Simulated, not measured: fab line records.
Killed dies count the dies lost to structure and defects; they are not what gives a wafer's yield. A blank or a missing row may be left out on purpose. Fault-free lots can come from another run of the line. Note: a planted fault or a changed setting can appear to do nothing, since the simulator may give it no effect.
Chamber matching / flow sky130 / SKY_PASSIVATION_ETCH_11 on rie diel-02: 4 sister chambers
The step etches the open film in CF4/O2, stops on AlCu, target depth 725 nm, time 161.1 s. 8 wafers are shown with their chamber, then 7 later ones without.

WAFERS, EACH WITH ITS CHAMBER
wafer=L464.5; chamber=0; oes product au (a.u.)=0.983; bias w (W)=152.3
wafer=L466.6; chamber=0; oes product au (a.u.)=0.993; bias w (W)=151.9
wafer=L477.4; chamber=3; oes product au (a.u.)=0.977; bias w (W)=151.5
wafer=L477.6; chamber=1; oes product au (a.u.)=0.982; bias w (W)=151.7
wafer=L480.5; chamber=1; oes product au (a.u.)=0.983; bias w (W)=152.3
wafer=L480.6; chamber=2; oes product au (a.u.)=0.978; bias w (W)=152.1
wafer=L481.3; chamber=2; oes product au (a.u.)=0.961; bias w (W)=151.4
wafer=L481.4; chamber=3; oes product au (a.u.)=0.978; bias w (W)=152.3

WAFERS MISSING THEIR CHAMBER
wafer=L481.6; oes product au (a.u.)=0.977; bias w (W)=151.6
wafer=L486.2; oes product au (a.u.)=0.968; bias w (W)=152.0
wafer=L486.5; oes product au (a.u.)=0.982; bias w (W)=151.6
wafer=L486.6; oes product au (a.u.)=0.986; bias w (W)=152.1
wafer=L487.1; oes product au (a.u.)=0.971; bias w (W)=151.3
wafer=L487.4; oes product au (a.u.)=0.978; bias w (W)=152.9
wafer=L487.5; oes product au (a.u.)=0.985; bias w (W)=151.9

WHICH CHAMBER EACH WENT THROUGH
wafer=L481.6; from the rows above=can't be placed: 3 or 2 or 1 or 0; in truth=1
wafer=L486.2; from the rows above=can't be placed: 2 or 3 or 1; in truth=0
wafer=L486.5; from the rows above=can't be placed: 1 or 3 or 0 or 2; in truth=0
wafer=L486.6; from the rows above=can't be placed: 0 or 1 or 3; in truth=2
wafer=L487.1; from the rows above=can't be placed: 2 or 3 or 1 or 0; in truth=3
wafer=L487.4; from the rows above=can't be placed: 1 or 3 or 0 or 2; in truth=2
wafer=L487.5; from the rows above=can't be placed: 1 or 0 or 3 or 2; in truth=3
0 of 7 placed correctly. From these rows, 7 cannot be placed; in 5 the true chamber is one of the candidates. Number placed wrongly: 0.
How it was worked out, from the rows above alone: a wafer's distance from a chamber is the root of the sum, over the readings, of the square of ((its reading less the chamber's mean) divided by the reading's scatter). The wafer belongs to the nearest chamber; if the next one is less than 2 further off, it can't be placed. The mean given for a chamber averages the wafers shown for that chamber. How the scatter is found: for the shown wafers, subtract from each reading the mean of its chamber, square and add these, divide the total by (wafers less chambers), then take the root.
